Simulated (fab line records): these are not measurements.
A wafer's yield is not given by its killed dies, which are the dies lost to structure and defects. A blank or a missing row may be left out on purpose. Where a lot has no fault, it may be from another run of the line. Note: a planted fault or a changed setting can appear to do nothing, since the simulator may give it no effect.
What tool caused it? :: flow gf180mcu :: 12 lots with 36 wafers sampled at 6 steps, on a route of 602 steps

== WHAT THE GAUGES SHOWED, per wafer ==
GF_POLY_GATE_OVL_MEAS_11. Usual: POLY_GATE_OVL 4 nm, standard deviation 5.3.
lot: L145
measured: day 9 05:17
on: overlay-01
POLY_GATE_OVL (nm): -9 -2 -2
flag: 

lot: L146
measured: day 9 10:17
on: overlay-01
POLY_GATE_OVL (nm): 4 8 3
flag: 

lot: L147
measured: day 9 17:55
on: overlay-02
POLY_GATE_OVL (nm): 2 12 5
flag: 

lot: L148
measured: day 10 08:11
on: overlay-02
POLY_GATE_OVL (nm): 7 6 3
flag: 

lot: L149
measured: day 10 06:43
on: overlay-01
POLY_GATE_OVL (nm): 7 -4 -1
flag: 

lot: L150
measured: day 10 13:24
on: overlay-02
POLY_GATE_OVL (nm): 3 4 2
flag: 

lot: L153
measured: day 11 11:07
on: overlay-01
POLY_GATE_OVL (nm): 12 6 7
flag: 

lot: L160
measured: day 13 17:16
on: overlay-01
POLY_GATE_OVL (nm): 2 -1 5
flag: 

lot: L161
measured: day 13 22:13
on: overlay-01
POLY_GATE_OVL (nm): 4 13 19
flag: 

lot: L162
measured: day 14 05:10
on: overlay-02
POLY_GATE_OVL (nm): 7 6 5
flag: 

lot: L164
measured: day 14 18:44
on: overlay-02
POLY_GATE_OVL (nm): 3 5 4
flag: 

lot: L168
measured: day 16 05:11
on: overlay-01
POLY_GATE_OVL (nm): 6 3 5
flag: 

GF_HV_LDD_TW_MEAS_38. Usual: HV_LDD_3_TW 1439, standard deviation 11.
lot: L145
measured: day 11 13:50
on: film_metro-02
HV_LDD_3_TW: 1431 1425 1428
flag: 

lot: L146
measured: day 11 21:49
on: film_metro-02
HV_LDD_3_TW: 1433 1423 1430
flag: 

lot: L147
measured: day 12 05:10
on: film_metro-03
HV_LDD_3_TW: 1449 1457 1441
flag: 

lot: L148
measured: day 12 21:04
on: film_metro-04
HV_LDD_3_TW: 1447 1448 1457
flag: 

lot: L149
measured: day 12 18:38
on: film_metro-02
HV_LDD_3_TW: 1434 1438 1436
flag: 

lot: L150
measured: day 13 00:47
on: film_metro-03
HV_LDD_3_TW: 1439 1446 1440
flag: 

lot: L153
measured: day 14 04:02
on: film_metro-04
HV_LDD_3_TW: 1453 1452 1456
flag: 

lot: L160
measured: day 16 11:46
on: film_metro-02
HV_LDD_3_TW: 1427 1421 1426
flag: 

lot: L161
measured: day 16 19:56
on: film_metro-02
HV_LDD_3_TW: 1394 1389 1382 1384 1386 1395
flag: OFF

lot: L162
measured: day 17 03:10
on: film_metro-02
HV_LDD_3_TW: 1393 1403 1408 1392 1399 1401
flag: OFF

lot: L164
measured: day 17 16:19
on: film_metro-04
HV_LDD_3_TW: 1442 1444 1459
flag: 

lot: L168
measured: day 19 07:26
on: film_metro-02
HV_LDD_3_TW: 1435 1431 1431
flag: 

GF_HV_LDD_RS_MEAS_53: measures by four-point-probe. Usual: HV_LDD_RS 418.5 ohm/sq, standard deviation 0.98.
lot: L145
measured: day 12 09:38
on: film_metro-02
HV_LDD_RS (ohm/sq): 418.6 419.1 419.2
flag: 

lot: L146
measured: day 12 18:05
on: film_metro-02
HV_LDD_RS (ohm/sq): 418.6 419.4 419.2
flag: 

lot: L147
measured: day 13 01:44
on: film_metro-03
HV_LDD_RS (ohm/sq): 419.7 419.7 420.6
flag: 

lot: L148
measured: day 13 18:02
on: film_metro-04
HV_LDD_RS (ohm/sq): 417.1 417.8 417.0
flag: 

lot: L149
measured: day 13 15:02
on: film_metro-03
HV_LDD_RS (ohm/sq): 417.6 418.4 418.0
flag: 

lot: L150
measured: day 13 20:54
on: film_metro-04
HV_LDD_RS (ohm/sq): 416.7 418.5 417.3
flag: 

lot: L153
measured: day 15 01:13
on: film_metro-02
HV_LDD_RS (ohm/sq): 417.8 418.3 417.7
flag: 

lot: L160
measured: day 17 11:28
on: film_metro-04
HV_LDD_RS (ohm/sq): 417.3 415.7 416.8
flag: 

lot: L161
measured: day 17 19:34
on: film_metro-04
HV_LDD_RS (ohm/sq): 426.0 425.9 426.1 425.7 426.0 426.7
flag: OFF

lot: L162
measured: day 18 03:38
on: film_metro-03
HV_LDD_RS (ohm/sq): 425.5 424.8 425.2 424.9 424.7 424.6
flag: OFF

lot: L164
measured: day 18 16:28
on: film_metro-03
HV_LDD_RS (ohm/sq): 418.7 417.5 418.7
flag: 

lot: L168
measured: day 20 08:30
on: film_metro-02
HV_LDD_RS (ohm/sq): 417.6 418.1 417.8
flag: 

GF_CONTACT_THK_MEAS_01. Usual: CONTACT_CVD_00_THK 299.3 nm, standard deviation 2.9.
lot: L145
measured: day 15 03:19
on: film_metro-02
CONTACT_CVD_00_THK (nm): 297.9 294.4 302.0
flag: 

lot: L146
measured: day 15 13:25
on: film_metro-04
CONTACT_CVD_00_THK (nm): 295.3 298.2 295.7
flag: 

lot: L147
measured: day 15 21:25
on: film_metro-02
CONTACT_CVD_00_THK (nm): 299.3 299.4 299.6
flag: 

lot: L148
measured: day 16 15:36
on: film_metro-03
CONTACT_CVD_00_THK (nm): 298.7 299.5 300.8
flag: 

lot: L149
measured: day 16 11:43
on: film_metro-02
CONTACT_CVD_00_THK (nm): 298.2 298.9 298.5
flag: 

lot: L150
measured: day 16 17:18
on: film_metro-03
CONTACT_CVD_00_THK (nm): 296.7 297.0 302.4
flag: 

lot: L153
measured: day 18 03:05
on: film_metro-04
CONTACT_CVD_00_THK (nm): 297.6 298.0 296.7
flag: 

lot: L160
measured: day 20 16:04
on: film_metro-03
CONTACT_CVD_00_THK (nm): 304.2 304.9 303.3
flag: 

lot: L161
measured: day 20 23:26
on: film_metro-04
CONTACT_CVD_00_THK (nm): 307.7 301.6 300.7
flag: 

lot: L162
measured: day 21 08:34
on: film_metro-02
CONTACT_CVD_00_THK (nm): 297.1 304.3 299.8
flag: 

lot: L164
measured: day 21 21:37
on: film_metro-03
CONTACT_CVD_00_THK (nm): 298.8 304.4 298.7
flag: 

lot: L168
measured: day 23 11:21
on: film_metro-02
CONTACT_CVD_00_THK (nm): 297.9 297.8 297.6
flag: 

== WHICH TOOL RAN EACH LOT (tool, then ch and the chambers of the sampled wafers, then the start) ==
lot: L145
GF_VT_IMPLANT_RTA_45: rtp_anneal-02 ch 0, day 7 12:42
GF_HV_LDD_IMPLANT_34: implanter-04 ch 0, day 11 13:17

lot: L146
GF_VT_IMPLANT_RTA_45: rtp_anneal-01 ch 0, day 7 19:03
GF_HV_LDD_IMPLANT_34: implanter-01 ch 0, day 11 21:17

lot: L147
GF_VT_IMPLANT_RTA_45: rtp_anneal-02 ch 0, day 8 00:44
GF_HV_LDD_IMPLANT_34: implanter-01 ch 0, day 12 04:37

lot: L148
GF_VT_IMPLANT_RTA_45: rtp_anneal-01 ch 0, day 8 13:59
GF_HV_LDD_IMPLANT_34: implanter-04 ch 0, day 12 20:31

lot: L149
GF_VT_IMPLANT_RTA_45: rtp_anneal-02 ch 0, day 8 15:02
GF_HV_LDD_IMPLANT_34: implanter-04 ch 0, day 12 18:05

lot: L150
GF_VT_IMPLANT_RTA_45: rtp_anneal-01 ch 0, day 8 20:59
GF_HV_LDD_IMPLANT_34: implanter-01 ch 0, day 13 00:16

lot: L153
GF_VT_IMPLANT_RTA_45: rtp_anneal-02 ch 0, day 9 16:27
GF_HV_LDD_IMPLANT_34: implanter-02 ch 0, day 14 03:29

lot: L160
GF_VT_IMPLANT_RTA_45: rtp_anneal-01 ch 0, day 11 17:55
GF_HV_LDD_IMPLANT_34: implanter-01 ch 0, day 16 11:11

lot: L161
GF_VT_IMPLANT_RTA_45: rtp_anneal-02 ch 0, day 11 23:28
GF_HV_LDD_IMPLANT_34: implanter-01 ch 0, day 16 19:25

lot: L162
GF_VT_IMPLANT_RTA_45: rtp_anneal-01 ch 0, day 12 07:31
GF_HV_LDD_IMPLANT_34: implanter-01 ch 0, day 17 02:37

lot: L164
GF_VT_IMPLANT_RTA_45: rtp_anneal-02 ch 0, day 12 19:32
GF_HV_LDD_IMPLANT_34: implanter-04 ch 0, day 17 15:47

lot: L168
GF_VT_IMPLANT_RTA_45: rtp_anneal-02 ch 0, day 14 02:56
GF_HV_LDD_IMPLANT_34: implanter-02 ch 0, day 19 06:55
- GF_VT_IMPLANT_RTA_45: time 30 s.
- GF_HV_LDD_IMPLANT_34

== AS READ BY THE TOOLS THEMSELVES (means over the sampled wafers that have a number; for cases with no such wafer, the mark the record gives instead) ==
GF_VT_IMPLANT_RTA_45. Usual: lamp_power_pct 36 %, standard deviation 3.8; wafer_temp_C_max 1055.2, standard deviation 2.3.
lot: L145
tool: rtp_anneal-02
lamp_power_pct (%): 40
wafer_temp_C_max: 1053.2
flag: 

lot: L146
tool: rtp_anneal-01
lamp_power_pct (%): 32
wafer_temp_C_max: 1057.2
flag: 

lot: L147
tool: rtp_anneal-02
lamp_power_pct (%): 40
wafer_temp_C_max: 1053.6
flag: 

lot: L148
tool: rtp_anneal-01
lamp_power_pct (%): 32
wafer_temp_C_max: 1056.9
flag: 

lot: L149
tool: rtp_anneal-02
lamp_power_pct (%): 40
wafer_temp_C_max: 1053.6
flag: 

lot: L150
tool: rtp_anneal-01
lamp_power_pct (%): 32
wafer_temp_C_max: 1055.8
flag: 

lot: L153
tool: rtp_anneal-02
lamp_power_pct (%): 40
wafer_temp_C_max: 1053.3
flag: 

lot: L160
tool: rtp_anneal-01
lamp_power_pct (%): 32
wafer_temp_C_max: 1058.3
flag: 

lot: L161
tool: rtp_anneal-02
lamp_power_pct (%): 40
wafer_temp_C_max: 1053.6
flag: 

lot: L162
tool: rtp_anneal-01
lamp_power_pct (%): 32
wafer_temp_C_max: 1059.2
flag: 

lot: L164
tool: rtp_anneal-02
lamp_power_pct (%): 40
wafer_temp_C_max: 1053.3
flag: 

lot: L168
tool: rtp_anneal-02
lamp_power_pct (%): 40
wafer_temp_C_max: 1053.6
flag: 

GF_HV_LDD_IMPLANT_34. Usual: dose_ions_cm2 7.501e+12, standard deviation 9.2e+09; faraday_current_uA 42.3, standard deviation 0.72.
lot: L145
tool: implanter-04
dose_ions_cm2: 7.504e+12
faraday_current_uA: 42.6
flag: 

lot: L146
tool: implanter-01
dose_ions_cm2: 7.489e+12
faraday_current_uA: 42.4
flag: 

lot: L147
tool: implanter-01
dose_ions_cm2: 7.496e+12
faraday_current_uA: 42.5
flag: 

lot: L148
tool: implanter-04
dose_ions_cm2: 7.505e+12
faraday_current_uA: 42.5
flag: 

lot: L149
tool: implanter-04
dose_ions_cm2: 7.505e+12
faraday_current_uA: 42.7
flag: 

lot: L150
tool: implanter-01
dose_ions_cm2: 7.495e+12
faraday_current_uA: 42.8
flag: 

lot: L153
tool: implanter-02
dose_ions_cm2: 7.485e+12
faraday_current_uA: 42.4
flag: 

lot: L160
tool: implanter-01
dose_ions_cm2: 7.498e+12
faraday_current_uA: 42.6
flag: 

lot: L161
tool: implanter-01
dose_ions_cm2: 5.072e+12
faraday_current_uA: 28.2
flag: OFF

lot: L162
tool: implanter-01
dose_ions_cm2: 5.073e+12
faraday_current_uA: 28.2
flag: OFF

lot: L164
tool: implanter-04
dose_ions_cm2: 7.511e+12
faraday_current_uA: 42.1
flag: 

lot: L168
tool: implanter-02
dose_ions_cm2: 7.504e+12
faraday_current_uA: 42.4
flag: 

== THE ANSWER, worked out from the rows above alone ==
Rule: lot off if the mean of its wafers having a number is beyond 3 standard deviations from the usual mean. Also off: a lot with no number at a reading for which 4 or more lots have one. The other lots that the step has rows for count as sound. First the gauges in route order, then the tools' own readings, where a lot's mean is used as printed above. The first step at which some lot is off is used, and at that step the reading that is off furthest; a lot without a number counts as furthest.
Off: L161, L162, at GF_HV_LDD_TW_MEAS_38 (HV_LDD_3_TW).
A tool fits if, at a process step before that reading, it ran every lot that is off, and no sound lot after the first of them. The gauges at GF_HV_LDD_TW_MEAS_38 aren't tried: what is off there is off at GF_HV_LDD_RS_MEAS_53 too, on other tools, and a gauge's error can't cause that. One candidate fits, namely implanter-01 at GF_HV_LDD_IMPLANT_34. A fault onset in the window from L160 (day 16 11:11, its last sound lot) to L161 (day 16 19:25, its first lot off) fits.
The tool's own readings at GF_HV_LDD_IMPLANT_34 bear it out: on the lots that are off they differ by more than 5 times the standard deviation of the sound lots' means. dose_ions_cm2 reads 5.072e+12 there against 7.499e+12 on the sound lots; faraday_current_uA reads 28.2 there against 42.5 on the sound lots.

== WHAT THE SIMULATOR HAD PUT IN ==
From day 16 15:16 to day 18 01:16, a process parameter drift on implanter-01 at GF_HV_LDD_IMPLANT_34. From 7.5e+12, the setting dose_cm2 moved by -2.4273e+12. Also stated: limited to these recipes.
Lots struck among those shown: L161, L162. Same finding as the rule above.
